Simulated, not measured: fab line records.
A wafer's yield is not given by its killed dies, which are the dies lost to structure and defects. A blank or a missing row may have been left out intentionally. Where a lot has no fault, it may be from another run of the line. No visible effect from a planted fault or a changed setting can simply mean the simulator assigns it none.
A single fault, viewed from 2 desks | flow sky130 | each desk holds nothing but its own numbers, with what lay behind them at the end

THE METROLOGY DESK
What the gauges read, lot by lot, whatever tool the lot ran on: means of the sampled wafers that have a number. Any lot whose mean is over 4 standard deviations away from the usual mean is out of limits and marked OUT; that distance is given in the brackets.
Columns: A = LDD_LDN_TW at SKY_LDD_LDN_TW_MEAS_13, usual 1478; B = POLY_CUT_OVL at SKY_POLY_CUT_OVL_MEAS_09, usual 2 nm
lot  | first seen here | A               | B
L108 | day 22 18:24    | 1471            | 4
L109 | day 23 05:18    | 1475            | 0
L110 | day 23 17:59    | 1481            | 7
L116 | day 25 12:58    | 1457            | 3
L117 | day 26 06:26    | 1531 (+4.4) OUT | 6
L120 | day 27 06:49    | 1526 (+4.0) OUT | -2
L121 | day 27 16:06    | 1466            | 4
L123 | day 30 00:10    | 1469            | -2
L124 | day 30 00:37    | 1473            | -1
L126 | day 30 01:15    | 1472            | 5
L129 | day 30 06:48    | 1471            | -3
L131 | day 30 23:52    | 1496            | 4
This desk's finding: out of limits on L117, L120; first on L117, day 26 06:26 (LDD_LDN_TW at SKY_LDD_LDN_TW_MEAS_13). In limits: L108, L109, L110, L116, L121, L123, L124, L126, L129, L131.

FOR THE TOOL OWNER'S DESK: implanter-02
The tool's own readings at SKY_LDD_LDN_IMPLANT_10, given as means over the sampled wafers that have a number, one for each lot that went through this tool. Any lot whose mean is over 4 standard deviations away from the usual mean is out of limits and marked OUT; that distance is given in the brackets.
Columns: A = dose ions cm2 at SKY_LDD_LDN_IMPLANT_10, usual 1.2497e+13; B = faraday current uA at SKY_LDD_LDN_IMPLANT_10, usual 70.4
lot  | first seen here | A                            | B
L108 | day 22 18:00    | 1.2485e+13                   | 70.4
L116 | day 25 12:36    | 1.2497e+13                   | 69.5
L117 | day 26 06:04    | 1.9176e+13 (+99 or more) OUT | 108.7 (+29) OUT
L120 | day 27 06:25    | 1.9170e+13 (+99 or more) OUT | 108.7 (+29) OUT
L123 | day 29 23:46    | 1.2483e+13                   | 70.5
L126 | day 30 00:52    | 1.2516e+13                   | 70.3
This desk's verdict: out of limits on L117, L120, starting with L117 at day 26 06:04 (dose ions cm2 at SKY_LDD_LDN_IMPLANT_10). In limits: L108, L116, L123, L126.

BROUGHT TOGETHER
At day 26 06:04, on L117, L120, the tool owner's desk was in a position to raise an alarm.
L117, L120 would have let the metrology desk raise an alarm at day 26 06:26.
Every lot named ran SKY_LDD_LDN_IMPLANT_10 on implanter-02.

WHAT THE SIMULATOR PUT IN
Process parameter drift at SKY_LDD_LDN_IMPLANT_10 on implanter-02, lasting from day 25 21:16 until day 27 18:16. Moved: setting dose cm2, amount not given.
Struck lots among those shown: L117, L120.
Counting hours from when the fault started, the first reading out of limits came at 9 for the tool owner's desk and at 9 for the metrology desk.
